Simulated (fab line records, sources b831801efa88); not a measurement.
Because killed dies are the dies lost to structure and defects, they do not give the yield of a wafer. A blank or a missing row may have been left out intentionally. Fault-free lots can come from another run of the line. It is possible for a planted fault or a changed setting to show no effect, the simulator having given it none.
The tool behind it: which one?    flow gf180mcu    36 wafers from 12 lots sampled at 5 of the route's 602 steps

WHAT THE GAUGES SHOWED, per wafer
GF_V5_THK_MEAS_03.
lot   measured      on             V5_CVD_02_THK (nm)
L301  day 26 05:26  film-metro-01  1424 1451 1435
L302  day 26 11:15  film-metro-02  1455 1448 1458
L303  day 27 00:20  film-metro-04  1422 1445 1460
L304  day 27 15:23  film-metro-04  1444 1460 1471
L310  day 29 08:15  film-metro-02  1484 1462 1495
L314  day 30 08:36  film-metro-02  1456 1456 1499
L315  day 30 22:27  film-metro-02  1462 1475 1441
L317  day 31 04:25  film-metro-01  1455 1459 1481
L318  day 31 18:09  film-metro-01  1462 1463 1502
L320  day 32 01:05  film-metro-01  1472 1432 1449
L321  day 32 01:56  film-metro-02  1420 1471 1457
L324  day 33 01:39  film-metro-01  1432 1423 1465

GF_PASSIVATION_THK_MEAS_01.
lot   measured      on             PASSIVATION_CVD_00_THK (nm)
L301  day 28 00:37  film-metro-03  1024 1014 1018
L302  day 28 06:26  film-metro-03  995 1023 1021
L303  day 28 18:40  film-metro-03  995 993 1015
L304  day 29 09:10  film-metro-03  992 1008 1032
L310  day 31 00:47  film-metro-03  994 1011 1007
L314  day 31 22:25  film-metro-02  855 873 864
L315  day 32 12:49  film-metro-02  985 1016 998
L317  day 32 17:34  film-metro-02  852 868 872
L318  day 33 05:56  film-metro-04  961 980 1021
L320  day 33 12:15  film-metro-03  983 1008 1048
L321  day 33 13:10  film-metro-02  983 1013 1022
L324  day 34 11:25  film-metro-02  1009 1030 1012

WHAT TOOL EACH LOT RAN ON (gives the tool, then ch and the chambers of the sampled wafers, and finally the start)
lot   GF_V5_ETCH_16                       GF_TOP_METAL_SPUTTER_02       GF_PASSIVATION_CVD_00
L301  rie-diel-03 ch 0,1, day 27 01:35    pvd-sputter-01, day 27 03:10  pecvd-01 ch 1,2, day 28 00:31
L302  rie-diel-03 ch 0,2,3, day 27 07:44  pvd-sputter-02, day 27 09:16  pecvd-02 ch 0,1,2, day 28 06:21
L303  rie-diel-04 ch 1,3, day 27 20:34    pvd-sputter-01, day 27 22:07  pecvd-02 ch 0,1, day 28 18:35
L304  rie-diel-04 ch 2,3, day 28 11:26    pvd-sputter-01, day 28 12:58  pecvd-01 ch 0,1,2, day 29 09:05
L310  rie-diel-04 ch 2,3, day 30 04:02    pvd-sputter-01, day 30 05:35  pecvd-02 ch 0,1,2, day 31 00:41
L314  rie-diel-03 ch 0,2,3, day 31 02:26  pvd-sputter-01, day 31 03:59  pecvd-02 ch 0,1,2, day 31 22:19
L315  rie-diel-03 ch 1,2,3, day 31 17:16  pvd-sputter-02, day 31 18:47  pecvd-01 ch 0,2, day 32 12:44
L317  rie-diel-03 ch 0,1, day 31 22:31    pvd-sputter-03, day 32 00:06  pecvd-02 ch 0,1,2, day 32 17:28
L318  rie-diel-03 ch 1,2,3, day 32 11:35  pvd-sputter-02, day 32 13:06  pecvd-03 ch 0,1,2, day 33 05:50
L320  rie-diel-03 ch 0,1,2, day 32 18:02  pvd-sputter-01, day 32 19:33  pecvd-01 ch 0,1,2, day 33 12:10
L321  rie-diel-01 ch 0,1,2, day 32 18:37  pvd-sputter-02, day 32 20:08  pecvd-01 ch 0,1,2, day 33 13:04
L324  rie-diel-03 ch 0,1,3, day 33 17:40  pvd-sputter-03, day 33 19:14  pecvd-01 ch 1,2, day 34 11:19
- GF_V5_ETCH_16: etches BARC in N2/H2.
- GF_TOP_METAL_SPUTTER_02: material AlCu, target thk 900 nm, time 47.82 s.
- GF_PASSIVATION_CVD_00: deposits SiO2 from TEOS, target thk 1000 nm, time 111.95 s.

WHAT THE TOOLS THEMSELVES READ (means of the sampled wafers that have a number; where no wafer has one, the mark that the record gives instead)
GF_V5_ETCH_16.
lot   tool         chamber-pressure-mTorr (mTorr)  drypump-motor-current-A (A)  oes-product-au (a.u.)  throttle-valve-pct (%)
L301  rie-diel-03  30.585                          5.4                          0.857                  13.073
L302  rie-diel-03  30.609                          5.9                          0.854                  13.061
L303  rie-diel-04  30.616                          6.0                          0.851                  13.078
L304  rie-diel-04  30.580                          5.8                          0.862                  13.071
L310  rie-diel-04  30.622                          5.9                          0.853                  13.064
L314  rie-diel-03  30.593                          5.9                          0.854                  13.071
L315  rie-diel-03  30.629                          5.7                          0.854                  13.067
L317  rie-diel-03  30.594                          5.4                          0.857                  13.077
L318  rie-diel-03  30.622                          5.7                          0.856                  13.072
L320  rie-diel-03  30.585                          5.7                          0.857                  13.085
L321  rie-diel-01  30.577                          5.7                          0.853                  13.073
L324  rie-diel-03  30.599                          5.6                          0.858                  13.075

GF_TOP_METAL_SPUTTER_02.
lot   tool            throttle-valve-pct (%)
L301  pvd-sputter-01  29.5
L302  pvd-sputter-02  29.9
L303  pvd-sputter-01  29.3
L304  pvd-sputter-01  29.5
L310  pvd-sputter-01  30.0
L314  pvd-sputter-01  29.7
L315  pvd-sputter-02  29.9
L317  pvd-sputter-03  31.2
L318  pvd-sputter-02  29.5
L320  pvd-sputter-01  29.7
L321  pvd-sputter-02  29.6
L324  pvd-sputter-03  30.7

GF_PASSIVATION_CVD_00.
lot   tool      heater-power-w (W)
L301  pecvd-01  816
L302  pecvd-02  742
L303  pecvd-02  682
L304  pecvd-01  769
L310  pecvd-02  724
L314  pecvd-02  737
L315  pecvd-01  785
L317  pecvd-02  732
L318  pecvd-03  693
L320  pecvd-01  716
L321  pecvd-01  674
L324  pecvd-01  744

THE ANSWER, worked out from the rows above alone
Rule: what is usual is taken from the lots themselves. Put in order of their means at a reading, lots are off if they are a third of the lots or fewer, leave a main group of 4 or more, and stand apart from it by a gap of 3 or more times the standard deviation of the main group's means; of several such gaps the widest counts. Not used: any main group whose means are identical at the precision the tables above print for the reading. Also off: a lot with no number at a reading for which 4 or more lots have one. All remaining lots with rows at the step are treated as sound. First the gauges in route order, then the tools' own readings, where a lot's mean is used as printed above. At the first step where some lot is off, the reading lying furthest off is the one used; lots without a number count as furthest.
Off: L314, L317, seen at GF_PASSIVATION_THK_MEAS_01 (PASSIVATION_CVD_00_THK). Main group: mean 1007 nm, sd 9.
If a tool, at a process step before that reading, ran all the lots that are off and no sound lot after the first of them, it fits. The gauges at GF_PASSIVATION_THK_MEAS_01 are tried like those tools. One candidate fits, namely pecvd-02 at GF_PASSIVATION_CVD_00. Its last sound lot is L310 (day 31 00:41), its first lot that is off L314 (day 31 22:19): a fault that began between those two fits.

WHAT HAD BEEN PUT IN BY THE SIMULATOR
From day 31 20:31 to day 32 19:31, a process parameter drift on pecvd-02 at GF_PASSIVATION_CVD_00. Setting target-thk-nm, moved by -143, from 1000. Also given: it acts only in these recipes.
Struck lots among those shown: L314, L317. The rule given above showed the same thing.
